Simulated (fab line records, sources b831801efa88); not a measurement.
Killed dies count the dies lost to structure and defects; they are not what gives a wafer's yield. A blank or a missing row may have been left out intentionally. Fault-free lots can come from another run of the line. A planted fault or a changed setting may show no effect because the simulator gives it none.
fab line records ; flow sky130
record lots=13; wafers=39; last-day=50
route steps=708 shown CONTACT@411 METAL1@440 VIA1@460 PAD_OPEN@708
lots that met no fault: from a run of the same line without faults
start-h: start of the lot's first displayed wafer, in hours after the record's first day ; wait-h: hours since the lot's step before ; " repeats the value in the row above ; L1.1+2: one row covering several wafers at once ; - no value, or no start given ; * or withheld: withheld ; < > ~ a bound
route shown NAME@n: NAME is a module with steps in the file, n the number in the route of the first one ; usual: average and standard deviation across the fault-free wafers ; same: alike in all rows ; chamber/n: place in a boat ; sites: the reading at each site ; _std_site: how widely they spread, as a standard deviation ; _edge_site: mean of outer sites minus mean of inner sites ; radius-mm: how far each site lies from the wafer's centre ; mask NAME#n: copy n ; behind: the tool/chamber that last shaped the wafer ; hold: what put the lot on hold/how long, in hours/how the hold closed ; device: which transistor (n, p or np) failed to switch ; end of line: tests run on the same wafers once the route is complete ; where a step has no rows: the recipe by itself ; killed: count of dies lost to structure and defects at first sort (not the wafer's yield) ; map: shows each die of a wafer: x if killed, . if not, _ if none is there
set.NAME: the setting that was run; set.NAME@STEP: the one run at that earlier step ; model.NAME: the simulator's own value behind a step, which no gauge read
route steps across a sampled set of lots; one table per step, one row per wafer
services: when a tool's chamber went out of use (start-h, in hours from the record's first day, below 0 if earlier), for how many hours, and the reason
## steps
# step SKY_CONTACT_BOW_MEAS_05
# recipe mode=bow
# usual CONTACT_BOW=81/7
lot.wafer;tool;chamber;start-h;wait-h;CONTACT_BOW[um]
L735.2;film-metro-04;-;715.61;0.2;88
L735.3;film-metro-04;-;715.61;0.2;80
L735.5;film-metro-04;-;715.61;0.2;94
L736.3;film-metro-04;-;718.84;0.1;80
L736.5;film-metro-04;-;718.84;0.1;90
L736.6;film-metro-04;-;718.84;0.1;73
L737.3;film-metro-03;-;733.04;0.2;98
L737.4;film-metro-03;-;733.04;0.2;79
L737.5;film-metro-03;-;733.04;0.2;84
L738.1;film-metro-01;-;745.46;0.2;89
L738.2;film-metro-01;-;745.46;0.2;88
L738.5;film-metro-01;-;745.46;0.2;71
L739.2;film-metro-03;-;747.36;0.2;90
L739.5;film-metro-03;-;747.36;0.2;85
L739.6;film-metro-03;-;747.36;0.2;83
L743.1;film-metro-01;-;776.90;0.2;86
L743.4;film-metro-01;-;776.90;0.2;69
L743.6;film-metro-01;-;776.90;0.2;92
L749.1;film-metro-01;-;828.49;0.1;77
L749.2;film-metro-01;-;828.49;0.1;83
L749.5;film-metro-01;-;828.49;0.1;85
L750.1;film-metro-03;-;841.55;0.1;83
L750.3;film-metro-03;-;841.55;0.1;81
L750.4;film-metro-03;-;841.55;0.1;82
L752.1;film-metro-03;-;848.48;0.1;89
L752.2;film-metro-03;-;848.48;0.1;78
L752.6;film-metro-03;-;848.48;0.1;83
L753.1;film-metro-03;-;855.40;0.2;87
L753.3;film-metro-03;-;855.40;0.2;70
L753.6;film-metro-03;-;855.40;0.2;76
L754.2;film-metro-03;-;863.89;0.2;77
L754.4;film-metro-03;-;863.89;0.2;82
L754.6;film-metro-03;-;863.89;0.2;70
L757.1;film-metro-03;-;883.89;0.1;69
L757.4;film-metro-03;-;883.89;0.1;68
L757.5;film-metro-03;-;883.89;0.1;89
L756.1;film-metro-04;-;888.23;0.1;83
L756.2;film-metro-04;-;888.23;0.1;81
L756.4;film-metro-04;-;888.23;0.1;71
# step SKY_METAL1_THK_MEAS_06
# recipe thk-meas-gauge=xrf; reads=AlCu_of_METAL1_SPUTTER_02
# usual METAL1_ALCU_THK=245.4/2.6
lot.wafer;tool;chamber;start-h;wait-h;METAL1_ALCU_THK[nm]
L735.2;film-metro-01;-;745.07;0.1;245.8
L735.3;film-metro-01;-;745.07;0.1;247.2
L735.5;film-metro-01;-;745.07;0.1;246.9
L736.3;film-metro-03;-;748.28;0.1;249.1
L736.5;film-metro-03;-;748.28;0.1;248.5
L736.6;film-metro-03;-;748.28;0.1;247.3
L737.3;film-metro-03;-;761.03;0.1;247.6
L737.4;film-metro-03;-;761.03;0.1;243.1
L737.5;film-metro-03;-;761.03;0.1;244.3
L738.1;film-metro-01;-;774.27;0.1;244.1
L738.2;film-metro-01;-;774.27;0.1;245.3
L738.5;film-metro-01;-;774.27;0.1;247.7
L739.2;film-metro-01;-;775.46;0.1;244.4
L739.5;film-metro-01;-;775.46;0.1;245.0
L739.6;film-metro-01;-;775.46;0.1;244.1
L743.1;film-metro-01;-;804.33;0.1;248.4
L743.4;film-metro-01;-;804.33;0.1;249.2
L743.6;film-metro-01;-;804.33;0.1;246.1
L749.1;film-metro-03;-;856.20;0.1;243.8
L749.2;film-metro-03;-;856.20;0.1;245.7
L749.5;film-metro-03;-;856.20;0.1;242.8
L750.1;film-metro-03;-;869.19;0.1;240.8
L750.3;film-metro-03;-;869.19;0.1;241.9
L750.4;film-metro-03;-;869.19;0.1;243.2
L752.1;film-metro-03;-;876.95;0.1;252.5
L752.2;film-metro-03;-;876.95;0.1;249.2
L752.6;film-metro-03;-;876.95;0.1;245.9
L753.1;film-metro-03;-;883.24;0.1;242.7
L753.3;film-metro-03;-;883.24;0.1;241.4
L753.6;film-metro-03;-;883.24;0.1;242.8
L754.2;film-metro-02;-;891.64;0.1;244.4
L754.4;film-metro-02;-;891.64;0.1;244.7
L754.6;film-metro-02;-;891.64;0.1;244.0
L757.1;film-metro-01;-;912.08;0.1;242.5
L757.4;film-metro-01;-;912.08;0.1;246.7
L757.5;film-metro-01;-;912.08;0.1;247.7
L756.1;film-metro-02;-;916.30;0.1;244.6
L756.2;film-metro-02;-;916.30;0.1;246.8
L756.4;film-metro-02;-;916.30;0.1;245.4
# step SKY_VIA1_CMP_02
# recipe material=SiO2; down-force-psi=4; platen-rpm=60; pad-velocity-m-s=0.94248
# usual motor-current-A=12.2/0.92; platen-rpm=60.00/0.04; retaining-ring-pressure-frac=1.000/0.0049
lot.wafer;tool;chamber;start-h;wait-h;motor-current-A;platen-rpm;retaining-ring-pressure-frac
L735.3;cmp-02;2;773.11;0.0;11.6;60.04;1.002
L735.2;cmp-02;0;773.11;0.0;12.1;60.04;0.995
L735.5;cmp-02;3;773.11;0.0;10.9;59.97;0.991
L736.3;cmp-02;2;776.45;0.4;11.6;59.97;1.007
L736.6;cmp-02;3;776.45;0.4;11.1;59.96;1.005
L736.5;cmp-02;0;776.45;0.4;12.1;60.02;0.997
L737.4;cmp-02;1;789.59;0.4;14.1;60.04;1.005
L737.3;cmp-02;3;789.59;0.4;10.8;60.01;0.996
L737.5;cmp-02;0;789.59;0.4;13.0;60.03;1.000
L738.1;cmp-02;1;801.86;0.1;13.7;54.03;0.997
L738.2;cmp-02;2;801.86;0.1;11.4;60.03;1.000
L738.5;cmp-02;2;801.86;0.1;11.4;60.06;0.998
L739.2;cmp-01;0;802.36;0.1;11.8;60.02;0.997
L739.6;cmp-01;2;802.36;0.1;13.0;60.05;1.004
L739.5;cmp-01;3;802.36;0.1;11.9;60.01;0.989
L743.1;cmp-02;0;831.80;0.1;12.2;60.00;0.995
L743.4;cmp-02;1;831.80;0.1;14.2;53.97;0.999
L743.6;cmp-02;3;831.80;0.1;11.2;60.03;1.002
L749.2;cmp-01;1;883.11;0.0;11.8;59.93;1.007
L749.1;cmp-01;2;883.11;0.0;11.8;60.02;1.000
L749.5;cmp-01;2;883.11;0.0;12.6;60.01;1.009
L750.4;cmp-02;2;896.60;0.0;12.0;59.98;0.993
L750.1;cmp-02;3;896.60;0.0;11.0;60.03;1.004
L750.3;cmp-02;0;896.60;0.0;12.9;60.03;0.991
L752.2;cmp-02;2;904.36;0.0;11.8;60.02;1.002
L752.1;cmp-02;1;904.36;0.0;14.0;59.97;1.000
L752.6;cmp-02;3;904.36;0.0;10.9;60.00;0.998
L753.3;cmp-01;2;909.86;0.1;12.1;59.99;1.000
L753.1;cmp-01;0;909.86;0.1;11.4;60.01;1.006
L753.6;cmp-01;1;909.86;0.1;11.8;60.05;1.000
L754.2;cmp-02;0;918.66;0.1;12.6;59.92;1.001
L754.4;cmp-02;2;918.66;0.1;11.1;59.99;1.005
L754.6;cmp-02;0;918.66;0.1;12.7;59.97;0.998
L757.4;cmp-01;1;940.08;2.3;12.0;59.98;0.998
L757.1;cmp-01;2;940.08;2.3;12.1;60.00;1.001
L757.5;cmp-01;1;940.08;2.3;12.3;59.94;1.000
L756.2;cmp-02;3;942.66;0.0;11.1;60.03;1.007
L756.1;cmp-02;1;942.66;0.0;13.9;59.97;1.001
L756.4;cmp-02;2;942.66;0.0;11.3;59.96;0.995
# step SKY_VIA1_CD_MEAS_12
# recipe target-cd-nm=150
# usual cd-nm=149.7/1.5
lot.wafer;tool;chamber;start-h;wait-h;cd-nm
L735.2;cd-sem-02;-;799.35;-;151.8
L735.3;cd-sem-02;-;799.35;-;150.8
L735.5;cd-sem-02;-;799.35;-;150.4
L736.3;cd-sem-02;-;802.45;-;149.5
L736.5;cd-sem-02;-;802.45;-;149.6
L736.6;cd-sem-02;-;802.45;-;148.6
L737.3;cd-sem-02;-;815.95;-;149.7
L737.4;cd-sem-02;-;815.95;-;150.6
L737.5;cd-sem-02;-;815.95;-;149.3
L738.1;cd-sem-02;-;828.11;-;150.3
L738.2;cd-sem-02;-;828.11;-;151.0
L738.5;cd-sem-02;-;828.11;-;150.7
L739.2;cd-sem-02;-;828.55;-;150.3
L739.5;cd-sem-02;-;828.55;-;150.5
L739.6;cd-sem-02;-;828.55;-;149.6
L743.1;cd-sem-01;-;858.67;-;148.5
L743.4;cd-sem-01;-;858.67;-;147.4
L743.6;cd-sem-01;-;858.67;-;148.7
L749.1;cd-sem-02;-;909.41;-;149.8
L749.2;cd-sem-02;-;909.41;-;151.8
L749.5;cd-sem-02;-;909.41;-;148.8
L750.1;cd-sem-01;-;921.86;-;150.6
L750.3;cd-sem-01;-;921.86;-;150.7
L750.4;cd-sem-01;-;921.86;-;149.6
L752.1;cd-sem-01;-;929.34;-;148.1
L752.2;cd-sem-01;-;929.34;-;146.7
L752.6;cd-sem-01;-;929.34;-;147.3
L753.1;cd-sem-01;-;935.09;-;149.1
L753.3;cd-sem-01;-;935.09;-;149.1
L753.6;cd-sem-01;-;935.09;-;149.4
L754.2;cd-sem-02;-;944.08;-;148.3
L754.4;cd-sem-02;-;944.08;-;151.6
L754.6;cd-sem-02;-;944.08;-;148.9
L757.1;cd-sem-01;-;963.77;-;151.1
L757.4;cd-sem-01;-;963.77;-;151.9
L757.5;cd-sem-01;-;963.77;-;152.3
L756.1;cd-sem-02;-;966.58;-;147.8
L756.2;cd-sem-02;-;966.58;-;147.1
L756.4;cd-sem-02;-;966.58;-;147.1
# step SKY_PAD_OPEN_PROBE_99
# usual defect-limited-yield=82.4/2; killed_at_M0_to_M3=44/6.5; killed_at_M4_up=3.3/1.7; killed-at-contacts=25/5.3; killed-at-front-end=15/5; killed-at-other=0.2/0.47; killed-dies=87/9.9; killed-open=47/8; killed-short=39/6.1; sort_bin_3_pad_short=0.9/0.43; sort_bin_5_function=10.4/1.5; sort_bin_6_memory=6.2/1.2; sort-n-pass=405/9.9; sort-yield-pct=82.4/2
# same gross-dies=492; killed-at-back-side=0; sort_bin_4_leakage[%]=0; sort_bin_8_speed[%]=0
lot.wafer;tool;chamber;start-h;wait-h;defect-limited-yield[%];killed_at_M0_to_M3;killed_at_M4_up;killed-at-contacts;killed-at-front-end;killed-at-other;killed-dies;killed-open;killed-short;sort_bin_3_pad_short[%];sort_bin_5_function[%];sort_bin_6_memory[%];sort-n-pass;sort-yield-pct[%]
L735.2;prober-02;-;1081.83;0.1;83.7;39;3;22;16;0;80;42;38;1.0;8.7;6.5;412;83.7
L735.3;prober-02;-;1081.88;0.2;82.3;44;4;24;15;0;87;47;40;0.4;10.4;6.9;405;82.3
L735.5;prober-02;-;1081.98;0.2;81.1;45;5;22;21;0;93;51;42;1.0;11.8;6.1;399;81.1
L736.3;prober-01;-;1085.83;0.2;81.5;44;1;34;12;0;91;53;38;0.6;12.0;5.9;401;81.5
L736.5;prober-01;-;1085.93;0.2;78.7;51;3;39;12;0;105;61;44;2.0;11.4;7.9;387;78.7
L736.6;prober-01;-;1085.98;0.2;86.4;43;1;16;7;0;67;28;39;0.6;9.6;3.5;425;86.4
L737.3;prober-02;-;1092.58;0.2;83.1;43;4;20;16;0;83;40;43;1.4;9.6;5.9;409;83.1
L737.4;prober-02;-;1092.63;0.2;76.4;53;2;33;27;1;116;65;51;1.4;13.2;8.9;376;76.4
L737.5;prober-02;-;1092.68;0.2;82.3;44;1;26;16;0;87;49;38;1.2;10.2;6.3;405;82.3
L738.1;prober-01;-;1104.95;0.1;84.6;31;3;29;12;1;76;37;39;0.4;9.1;5.9;416;84.6
L738.2;prober-01;-;1105.00;0.1;83.9;37;0;29;13;0;79;53;26;0.4;9.8;5.9;413;83.9
L738.5;prober-01;-;1105.15;0.2;81.3;54;1;24;13;0;92;57;35;1.4;10.4;6.9;400;81.3
L739.2;prober-02;-;1105.83;0.1;83.7;42;6;22;10;0;80;46;34;0.4;10.8;5.1;412;83.7
L739.5;prober-02;-;1105.98;0.2;81.7;47;3;19;21;0;90;48;42;1.4;11.0;5.9;402;81.7
L739.6;prober-02;-;1106.03;0.2;80.7;45;7;20;23;0;95;51;44;0.4;11.8;7.1;397;80.7
L743.1;prober-02;-;1128.40;0.1;82.5;50;1;22;13;0;86;57;29;0.4;8.5;8.5;406;82.5
L743.4;prober-02;-;1128.55;0.2;80.7;43;2;19;31;0;95;43;52;0.6;11.8;6.9;397;80.7
L743.6;prober-02;-;1128.65;0.2;83.9;38;0;26;15;0;79;47;32;0.8;9.8;5.5;413;83.9
L749.1;prober-02;-;1164.94;0.1;83.7;41;3;21;15;0;80;35;45;1.2;8.7;6.3;412;83.7
L749.2;prober-02;-;1164.99;0.1;79.9;49;4;21;25;0;99;55;44;0.6;10.0;9.6;393;79.9
L749.5;prober-02;-;1165.14;0.2;82.7;47;4;19;15;0;85;39;46;0.6;9.6;7.1;407;82.7
L750.1;prober-02;-;1173.65;0.1;80.9;48;4;26;16;0;94;48;46;0.2;10.8;8.1;398;80.9
L750.3;prober-02;-;1173.75;0.2;80.9;42;6;26;19;1;94;61;33;1.2;8.1;9.8;398;80.9
L750.4;prober-02;-;1173.80;0.2;83.9;36;6;24;13;0;79;38;41;0.6;10.8;4.7;413;83.9
L752.1;prober-01;-;1176.18;0.1;81.5;51;6;26;8;0;91;43;48;1.8;10.0;6.7;401;81.5
L752.2;prober-01;-;1176.23;0.1;82.5;48;1;29;8;0;86;43;43;1.0;11.4;5.1;406;82.5
L752.6;prober-01;-;1176.43;0.2;83.5;47;4;20;10;0;81;40;41;0.4;11.2;4.9;411;83.5
L753.1;prober-02;-;1182.77;0.1;81.9;44;3;24;18;0;89;48;41;1.2;12.4;4.5;403;81.9
L753.3;prober-02;-;1182.87;0.2;83.1;36;4;27;15;1;83;41;42;0.8;11.4;4.7;409;83.1
L753.6;prober-02;-;1183.02;0.2;79.9;47;3;36;13;0;99;61;38;0.8;13.8;5.5;393;79.9
L754.2;prober-01;-;1188.87;0.1;85.4;35;2;24;11;0;72;43;29;1.0;8.3;5.3;420;85.4
L754.4;prober-01;-;1188.97;0.2;81.3;54;3;25;10;0;92;43;49;1.2;10.0;7.5;400;81.3
L754.6;prober-01;-;1189.07;0.2;83.1;43;4;25;11;0;83;50;33;0.4;10.4;6.1;409;83.1
L757.1;prober-02;-;1200.39;0.1;80.7;42;2;29;21;1;95;56;39;0.8;11.0;7.5;397;80.7
L757.4;prober-02;-;1200.54;0.2;81.7;42;5;31;12;0;90;50;40;1.0;11.8;5.5;402;81.7
L757.5;prober-02;-;1200.59;0.2;81.3;51;3;27;11;0;92;61;31;1.8;10.2;6.7;400;81.3
L756.1;prober-02;-;1203.63;0.1;81.7;44;1;28;16;1;90;49;41;1.0;11.4;5.9;402;81.7
L756.2;prober-02;-;1203.68;0.1;81.7;35;6;33;16;0;90;48;42;1.2;11.6;5.5;402;81.7
L756.4;prober-02;-;1203.78;0.2;82.9;36;4;31;11;2;84;43;41;1.4;9.1;6.5;408;82.9
# killed by level:class
L735.2 VIA1:geometric-particle:open=11 VIA1:geometric-particle:short=8 LI_CONTACT:geometric-particle:open=7 CONTACT:geometric-particle:short=6 CONTACT:geometric-particle:open=6 FIELD_ISO:geometric-particle:open=5 METAL2:geometric-particle:short=5 METAL1:geometric-particle:short=4
L735.3 METAL2:geometric-particle:short=10 LI_CONTACT:geometric-particle:open=8 CONTACT:geometric-particle:open=8 VIA2:geometric-particle:open=7 VIA3:geometric-particle:open=7 LOCAL_INTERCONNECT:geometric-particle:short=6 FIELD_ISO:geometric-particle:open=5 FIELD_ISO:geometric-particle:short=5
L735.5 VIA1:geometric-particle:open=11 FIELD_ISO:geometric-particle:short=8 FIELD_ISO:geometric-particle:open=7 LOCAL_INTERCONNECT:geometric-particle:short=6 LI_CONTACT:geometric-particle:open=6 CONTACT:geometric-particle:open=6 VIA2:geometric-particle:short=5 METAL1:geometric-particle:short=5
L736.3 CONTACT:geometric-particle:open=14 LI_CONTACT:geometric-particle:open=11 VIA2:geometric-particle:open=10 METAL1:geometric-particle:short=7 VIA1:geometric-particle:open=6 CONTACT:geometric-particle:short=6 VIA3:geometric-particle:open=6 VIA1:geometric-particle:short=4
L736.5 VIA1:geometric-particle:open=16 CONTACT:geometric-particle:open=13 VIA3:geometric-particle:open=10 LI_CONTACT:geometric-particle:open=9 CONTACT:geometric-particle:short=9 METAL1:geometric-particle:short=7 LOCAL_INTERCONNECT:geometric-particle:short=5 POLY_GATE:geometric-particle:short=4
L736.6 VIA1:geometric-particle:open=12 METAL1:geometric-particle:short=8 CONTACT:geometric-particle:short=7 CONTACT:geometric-particle:open=4 VIA1:geometric-particle:short=4 VIA3:geometric-particle:open=4 FIELD_ISO:geometric-particle:short=3 LI_CONTACT:geometric-particle:open=3
L737.3 VIA1:geometric-particle:open=10 LI_CONTACT:geometric-particle:open=9 METAL1:geometric-particle:short=7 VIA2:geometric-particle:open=6 VIA3:geometric-particle:short=5 CONTACT:geometric-particle:open=4 METAL4:geometric-particle:short=4 FIELD_ISO:geometric-particle:short=3
L737.4 CONTACT:geometric-particle:open=10 LI_CONTACT:geometric-particle:open=10 FIELD_ISO:geometric-particle:open=9 METAL2:geometric-particle:short=9 VIA1:geometric-particle:open=9 VIA2:geometric-particle:open=8 CONTACT:geometric-particle:short=6 VIA1:geometric-particle:short=6
L737.5 CONTACT:geometric-particle:open=10 VIA1:geometric-particle:open=10 LI_CONTACT:geometric-particle:open=7 VIA2:geometric-particle:open=6 FIELD_ISO:geometric-particle:short=5 METAL1:geometric-particle:short=5 VIA3:geometric-particle:open=5 CONTACT:geometric-particle:short=4
L738.1 CONTACT:geometric-particle:open=12 VIA2:geometric-particle:open=6 CONTACT:geometric-particle:short=6 METAL2:geometric-particle:short=6 LI_CONTACT:geometric-particle:open=5 LI_CONTACT:geometric-particle:short=5 VIA3:geometric-particle:short=4 METAL3:geometric-particle:short=3
L738.2 CONTACT:geometric-particle:open=10 VIA1:geometric-particle:open=9 VIA3:geometric-particle:open=9 LI_CONTACT:geometric-particle:open=5 POLY_GATE:geometric-particle:open=4 LI_CONTACT:geometric-particle:short=4 LOCAL_INTERCONNECT:geometric-particle:short=4 FIELD_ISO:geometric-particle:open=3
L738.5 VIA1:geometric-particle:open=17 CONTACT:geometric-particle:open=12 LI_CONTACT:geometric-particle:open=7 VIA1:geometric-particle:short=7 VIA3:geometric-particle:open=6 FIELD_ISO:geometric-particle:short=5 METAL1:geometric-particle:short=5 VIA2:geometric-particle:open=5
L739.2 VIA1:geometric-particle:open=12 VIA2:geometric-particle:open=9 CONTACT:geometric-particle:open=6 LI_CONTACT:geometric-particle:open=5 CONTACT:geometric-particle:short=5 VIA1:geometric-particle:short=5 LI_CONTACT:geometric-particle:short=4 METAL2:geometric-particle:short=4
L739.5 VIA1:geometric-particle:open=10 VIA2:geometric-particle:open=9 VIA3:geometric-particle:open=9 FIELD_ISO:geometric-particle:short=5 POLY_GATE:geometric-particle:short=5 CONTACT:geometric-particle:short=5 VIA2:geometric-particle:short=5 FIELD_ISO:geometric-particle:open=4
L739.6 VIA1:geometric-particle:open=10 VIA2:geometric-particle:open=10 LI_CONTACT:geometric-particle:open=7 POLY_GATE:geometric-particle:short=6 FIELD_ISO:geometric-particle:open=4 FIELD_ISO:geometric-particle:short=4 CONTACT:geometric-particle:open=4 METAL1:geometric-particle:short=4
L743.1 VIA1:geometric-particle:open=10 LI_CONTACT:geometric-particle:open=9 VIA2:geometric-particle:open=9 CONTACT:geometric-particle:open=8 METAL2:geometric-particle:short=5 METAL1:geometric-particle:short=5 POLY_GATE:geometric-particle:open=4 VIA3:geometric-particle:open=4
L743.4 FIELD_ISO:geometric-particle:open=8 CONTACT:geometric-particle:open=8 METAL1:geometric-particle:short=7 VIA3:geometric-particle:short=7 POLY_GATE:geometric-particle:short=6 VIA1:geometric-particle:open=6 METAL2:geometric-particle:short=6 POLY_CUT:geometric-particle:short=5
L743.6 CONTACT:geometric-particle:open=11 VIA1:geometric-particle:open=11 LI_CONTACT:geometric-particle:open=7 METAL2:geometric-particle:short=7 LI_CONTACT:geometric-particle:short=4 VIA1:geometric-particle:short=4 VIA3:geometric-particle:open=4 FIELD_ISO:geometric-particle:open=3
L749.1 LI_CONTACT:geometric-particle:open=8 CONTACT:geometric-particle:open=7 METAL1:geometric-particle:short=7 VIA1:geometric-particle:open=6 METAL2:geometric-particle:short=6 VIA2:geometric-particle:short=6 FIELD_ISO:geometric-particle:short=5 POLY_GATE:geometric-particle:short=4
L749.2 VIA1:geometric-particle:open=11 VIA3:geometric-particle:open=10 METAL2:geometric-particle:short=9 CONTACT:geometric-particle:open=8 VIA2:geometric-particle:open=8 FIELD_ISO:geometric-particle:open=6 FIELD_ISO:geometric-particle:short=6 POLY_GATE:geometric-particle:open=4
L749.5 VIA1:geometric-particle:open=10 METAL1:geometric-particle:short=7 LI_CONTACT:geometric-particle:open=6 CONTACT:geometric-particle:open=6 METAL2:geometric-particle:short=6 VIA3:geometric-particle:short=6 VIA1:geometric-particle:short=5 FIELD_ISO:geometric-particle:short=4
L750.1 CONTACT:geometric-particle:open=11 LI_CONTACT:geometric-particle:open=7 METAL1:geometric-particle:short=7 METAL3:geometric-particle:short=7 VIA3:geometric-particle:open=7 VIA2:geometric-particle:open=5 VIA1:geometric-particle:open=5 METAL2:geometric-particle:short=5
L750.3 CONTACT:geometric-particle:open=12 FIELD_ISO:geometric-particle:open=10 VIA1:geometric-particle:open=9 VIA2:geometric-particle:open=9 LI_CONTACT:geometric-particle:open=5 METAL1:geometric-particle:open=5 VIA3:geometric-particle:open=5 METAL4:geometric-particle:short=5
L750.4 CONTACT:geometric-particle:open=11 VIA1:geometric-particle:open=10 VIA1:geometric-particle:short=8 CONTACT:geometric-particle:short=5 METAL4:geometric-particle:short=5 VIA2:geometric-particle:open=4 METAL2:geometric-particle:short=4 LI_CONTACT:geometric-particle:short=4
L752.1 METAL2:geometric-particle:short=11 CONTACT:geometric-particle:open=8 VIA1:geometric-particle:open=8 METAL1:geometric-particle:short=7 VIA3:geometric-particle:open=7 LI_CONTACT:geometric-particle:open=6 CONTACT:geometric-particle:short=6 VIA2:geometric-particle:short=5
L752.2 VIA1:geometric-particle:open=9 METAL2:geometric-particle:short=9 LI_CONTACT:geometric-particle:open=8 CONTACT:geometric-particle:open=8 VIA2:geometric-particle:open=8 METAL1:geometric-particle:short=7 CONTACT:geometric-particle:short=6 VIA3:geometric-particle:short=5
L752.6 VIA1:geometric-particle:open=12 CONTACT:geometric-particle:open=8 VIA2:geometric-particle:short=6 METAL2:geometric-particle:short=6 CONTACT:geometric-particle:short=5 VIA3:geometric-particle:short=5 VIA3:geometric-particle:open=5 VIA2:geometric-particle:open=4
L753.1 VIA1:geometric-particle:open=17 CONTACT:geometric-particle:short=8 CONTACT:geometric-particle:open=6 VIA3:geometric-particle:open=6 FIELD_ISO:geometric-particle:open=5 METAL2:geometric-particle:short=5 FIELD_ISO:geometric-particle:short=4 POLY_GATE:geometric-particle:short=4
L753.3 CONTACT:geometric-particle:open=9 VIA1:geometric-particle:short=8 VIA1:geometric-particle:open=7 CONTACT:geometric-particle:short=6 LI_CONTACT:geometric-particle:open=6 FIELD_ISO:geometric-particle:open=5 LOCAL_INTERCONNECT:geometric-particle:short=5 VIA3:geometric-particle:open=5
L753.6 VIA1:geometric-particle:open=12 CONTACT:geometric-particle:open=11 VIA3:geometric-particle:open=10 LOCAL_INTERCONNECT:geometric-particle:short=8 CONTACT:geometric-particle:short=7 METAL1:geometric-particle:short=7 VIA2:geometric-particle:open=6 FIELD_ISO:geometric-particle:open=5
L754.2 VIA1:geometric-particle:open=11 LI_CONTACT:geometric-particle:open=10 FIELD_ISO:geometric-particle:open=6 METAL1:geometric-particle:short=5 VIA1:geometric-particle:short=5 POLY_GATE:geometric-particle:short=4 CONTACT:geometric-particle:open=4 VIA3:geometric-particle:open=4
L754.4 VIA1:geometric-particle:open=15 CONTACT:geometric-particle:open=9 METAL1:geometric-particle:short=9 VIA1:geometric-particle:short=8 VIA2:geometric-particle:open=6 LI_CONTACT:geometric-particle:open=5 LOCAL_INTERCONNECT:geometric-particle:short=5 METAL2:geometric-particle:short=5
L754.6 CONTACT:geometric-particle:open=12 VIA1:geometric-particle:open=11 VIA3:geometric-particle:open=9 CONTACT:geometric-particle:short=7 VIA1:geometric-particle:short=5 VIA2:geometric-particle:open=4 METAL1:geometric-particle:short=4 FIELD_ISO:geometric-particle:open=3
L757.1 CONTACT:geometric-particle:open=12 LI_CONTACT:geometric-particle:open=9 VIA1:geometric-particle:open=9 METAL2:geometric-particle:short=8 VIA1:geometric-particle:short=7 FIELD_ISO:geometric-particle:open=6 FIELD_ISO:geometric-particle:short=4 POLY_GATE:geometric-particle:open=4
L757.4 LI_CONTACT:geometric-particle:open=10 CONTACT:geometric-particle:open=10 VIA1:geometric-particle:open=7 VIA3:geometric-particle:open=7 METAL2:geometric-particle:short=5 LI_CONTACT:geometric-particle:short=4 VIA1:geometric-particle:short=4 CONTACT:geometric-particle:short=4
L757.5 VIA2:geometric-particle:open=14 LI_CONTACT:geometric-particle:open=11 VIA1:geometric-particle:open=9 VIA1:geometric-particle:short=8 CONTACT:geometric-particle:open=8 METAL2:geometric-particle:short=6 VIA3:geometric-particle:open=6 LI_CONTACT:geometric-particle:short=4
L756.1 VIA1:geometric-particle:open=11 LI_CONTACT:geometric-particle:open=9 LOCAL_INTERCONNECT:geometric-particle:short=8 VIA2:geometric-particle:open=7 CONTACT:geometric-particle:short=6 VIA3:geometric-particle:open=6 METAL1:geometric-particle:short=5 FIELD_ISO:geometric-particle:open=4
L756.2 CONTACT:geometric-particle:open=14 VIA1:geometric-particle:open=8 LOCAL_INTERCONNECT:geometric-particle:short=8 METAL2:geometric-particle:short=8 VIA3:geometric-particle:open=8 CONTACT:geometric-particle:short=5 FIELD_ISO:geometric-particle:short=4 LI_CONTACT:geometric-particle:open=4
L756.4 CONTACT:geometric-particle:open=13 VIA1:geometric-particle:open=9 METAL2:geometric-particle:short=8 LI_CONTACT:geometric-particle:open=5 CONTACT:geometric-particle:short=5 VIA2:geometric-particle:open=5 VIA3:geometric-particle:open=5 LOCAL_INTERCONNECT:geometric-particle:short=4
## services
tool;chamber;start-h;hours;kind
cmp-01;-;762.99;31.6;pm
cmp-02;-;794.59;6.5;pm
cmp-01;-;797.93;1.4;repair
cmp-01;-;803.40;0.2;repair
cmp-01;-;827.74;20.7;repair
cmp-01;-;900.88;0.4;repair
cmp-02;-;909.04;2.0;repair
cmp-01;-;912.00;4.0;pm
cmp-01;-;916.00;-;consumable-replace:conditioner
cmp-01;-;916.00;-;consumable-replace:pad
cmp-01;-;936.08;2.0;repair
cmp-02;-;936.36;2.5;repair
## key
first-sign step=SKY_VIA1_CMP_02; reading=platen-rpm; direction=down; sigmas=99+; usual=60.00; struck=54.00
effect none on later readings
met-at SKY_VIA1_CMP_02
struck-lots L738,L743
struck-wafers L738.1,L743.4
not-acting-at SKY_CONTACT_BOW_MEAS_05,SKY_METAL1_THK_MEAS_06,SKY_VIA1_CD_MEAS_12
onset-between 789.59 801.86
fault kind=process-parameter-drift; tool=cmp-02; chamber=1; onset-h=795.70; steps=SKY_VIA1_CMP_02; channel=platen-rpm; offset=-6; shape=step; end-h=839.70; acts-in=these-recipes-only; stated=60
